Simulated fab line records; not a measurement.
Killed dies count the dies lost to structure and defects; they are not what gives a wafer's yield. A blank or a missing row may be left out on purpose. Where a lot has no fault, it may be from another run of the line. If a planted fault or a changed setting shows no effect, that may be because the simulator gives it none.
Matching of chambers :: flow gf180mcu :: cmp-02 running GF_V4_CMP_26: 4 sister chambers
The step polishes, stops on SiO2, t overpolish 15 s, target thk 0 nm. 27 wafers are shown with their chamber, then 12 later ones without.

WAFERS WITH THEIR CHAMBER
wafer: L077.1
chamber: 1
motorCurrentA (A): 9.1
timeToEndpointS (s): 94
overpolishRunS (s): 14.990

wafer: L077.4
chamber: 2
motorCurrentA (A): 13.5
timeToEndpointS (s): 85
overpolishRunS (s): 14.991

wafer: L077.5
chamber: 3
motorCurrentA (A): 10.0
timeToEndpointS (s): 88
overpolishRunS (s): 15.009

wafer: L078.2
chamber: 3
motorCurrentA (A): 10.5
timeToEndpointS (s): 88
overpolishRunS (s): 14.999

wafer: L078.3
chamber: 1
motorCurrentA (A): 8.9
timeToEndpointS (s): 91
overpolishRunS (s): 15.021

wafer: L078.4
chamber: 2
motorCurrentA (A): 13.2
timeToEndpointS (s): 80
overpolishRunS (s): 15.009

wafer: L079.1
chamber: 3
motorCurrentA (A): 9.8
timeToEndpointS (s): 86
overpolishRunS (s): 14.989

wafer: L079.2
chamber: 0
motorCurrentA (A): 10.9
timeToEndpointS (s): 94
overpolishRunS (s): 15.024

wafer: L079.5
chamber: 0
motorCurrentA (A): 10.0
timeToEndpointS (s): 88
overpolishRunS (s): 14.982

wafer: L081.1
chamber: 1
motorCurrentA (A): 8.7
timeToEndpointS (s): 91
overpolishRunS (s): 14.995

wafer: L081.2
chamber: 3
motorCurrentA (A): 9.6
timeToEndpointS (s): 88
overpolishRunS (s): 14.985

wafer: L081.3
chamber: 2
motorCurrentA (A): 12.1
timeToEndpointS (s): 81
overpolishRunS (s): 15.000

wafer: L082.1
chamber: 2
motorCurrentA (A): 11.8
timeToEndpointS (s): 81
overpolishRunS (s): 15.006

wafer: L082.4
chamber: 1
motorCurrentA (A): 8.7
timeToEndpointS (s): 89
overpolishRunS (s): 15.000

wafer: L082.6
chamber: 2
motorCurrentA (A): 12.9
timeToEndpointS (s): 77
overpolishRunS (s): 15.009

wafer: L083.3
chamber: 3
motorCurrentA (A): 9.7
timeToEndpointS (s): 85
overpolishRunS (s): 14.998

wafer: L083.4
chamber: 2
motorCurrentA (A): 12.6
timeToEndpointS (s): 84
overpolishRunS (s): 15.013

wafer: L083.6
chamber: 0
motorCurrentA (A): 9.4
timeToEndpointS (s): 86
overpolishRunS (s): 15.008

wafer: L090.1
chamber: 3
motorCurrentA (A): 9.5
timeToEndpointS (s): 86
overpolishRunS (s): 14.999

wafer: L090.4
chamber: 1
motorCurrentA (A): 8.8
timeToEndpointS (s): 92
overpolishRunS (s): 14.984

wafer: L090.6
chamber: 2
motorCurrentA (A): 12.0
timeToEndpointS (s): 80
overpolishRunS (s): 15.005

wafer: L089.1
chamber: 0
motorCurrentA (A): 10.5
timeToEndpointS (s): 90
overpolishRunS (s): 15.015

wafer: L089.3
chamber: 3
motorCurrentA (A): 9.7
timeToEndpointS (s): 85
overpolishRunS (s): 14.993

wafer: L089.5
chamber: 2
motorCurrentA (A): 12.3
timeToEndpointS (s): 82
overpolishRunS (s): 14.999

wafer: L091.3
chamber: 3
motorCurrentA (A): 10.0
timeToEndpointS (s): 87
overpolishRunS (s): 14.997

wafer: L091.4
chamber: 1
motorCurrentA (A): 8.9
timeToEndpointS (s): 89
overpolishRunS (s): 15.013

wafer: L091.6
chamber: 2
motorCurrentA (A): 12.7
timeToEndpointS (s): 79
overpolishRunS (s): 15.007

SIGNATURES (means of the wafers above)
reading: motorCurrentA
chamber 0: 10.200
chamber 1: 8.850
chamber 2: 12.567
chamber 3: 9.850
scatter within a chamber: 0.451

reading: timeToEndpointS
chamber 0: 89.50
chamber 1: 91.00
chamber 2: 81.00
chamber 3: 86.62
scatter within a chamber: 2.22

reading: overpolishRunS
chamber 0: 15.00725
chamber 1: 15.00050
chamber 2: 15.00433
chamber 3: 14.99612
scatter within a chamber: 0.0108
Rule: distance of a wafer from a chamber = root of the sum over the readings of ((wafer's reading minus chamber's mean) / reading's scatter) squared. The wafer belongs to the nearest chamber; if the next one is less than 2 further off, it can't be placed. The scatter is the square root of a quotient: the sum, over the shown wafers, of each reading's squared deviation from its chamber's mean, divided by wafers minus chambers.

WAFERS WITH NO CHAMBER GIVEN
wafer: L092.2
motorCurrentA (A): 9.9
timeToEndpointS (s): 90
overpolishRunS (s): 15.003

wafer: L092.3
motorCurrentA (A): 9.5
timeToEndpointS (s): 86
overpolishRunS (s): 15.010

wafer: L092.6
motorCurrentA (A): 10.4
timeToEndpointS (s): 89
overpolishRunS (s): 14.990

wafer: L094.2
motorCurrentA (A): 8.8
timeToEndpointS (s): 87
overpolishRunS (s): 14.994

wafer: L094.3
motorCurrentA (A): 10.0
timeToEndpointS (s): 86
overpolishRunS (s): 15.012

wafer: L094.6
motorCurrentA (A): 9.1
timeToEndpointS (s): 90
overpolishRunS (s): 15.017

wafer: L095.1
motorCurrentA (A): 9.4
timeToEndpointS (s): 80
overpolishRunS (s): 15.000

wafer: L095.3
motorCurrentA (A): 8.9
timeToEndpointS (s): 88
overpolishRunS (s): 14.990

wafer: L095.4
motorCurrentA (A): 10.2
timeToEndpointS (s): 86
overpolishRunS (s): 15.003

wafer: L097.1
motorCurrentA (A): 11.9
timeToEndpointS (s): 79
overpolishRunS (s): 14.994

wafer: L097.5
motorCurrentA (A): 8.6
timeToEndpointS (s): 90
overpolishRunS (s): 14.986

wafer: L097.6
motorCurrentA (A): 9.9
timeToEndpointS (s): 83
overpolishRunS (s): 14.995

THE CHAMBER EACH PASSED THROUGH
wafer: L092.2
from the rows above: can't be placed: 0 or 3 or 1
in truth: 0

wafer: L092.3
from the rows above: can't be placed: 3 or 0 or 1
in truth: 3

wafer: L092.6
from the rows above: can't be placed: 0 or 3
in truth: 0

wafer: L094.2
from the rows above: can't be placed: 1 or 3 or 0
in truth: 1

wafer: L094.3
from the rows above: can't be placed: 3 or 0
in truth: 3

wafer: L094.6
from the rows above: can't be placed: 1 or 0 or 3
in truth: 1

wafer: L095.1
from the rows above: can't be placed: 3 or 0 or 1
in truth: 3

wafer: L095.3
from the rows above: can't be placed: 1 or 3 or 0
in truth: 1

wafer: L095.4
from the rows above: can't be placed: 3 or 0
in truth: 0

wafer: L097.1
from the rows above: 2
in truth: 2

wafer: L097.5
from the rows above: can't be placed: 1 or 3
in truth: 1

wafer: L097.6
from the rows above: can't be placed: 3 or 0
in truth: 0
Correct placement for 1 of the 12. Not placeable from these rows: 11 (in 11, the candidates include the true chamber). 0 placed wrongly.
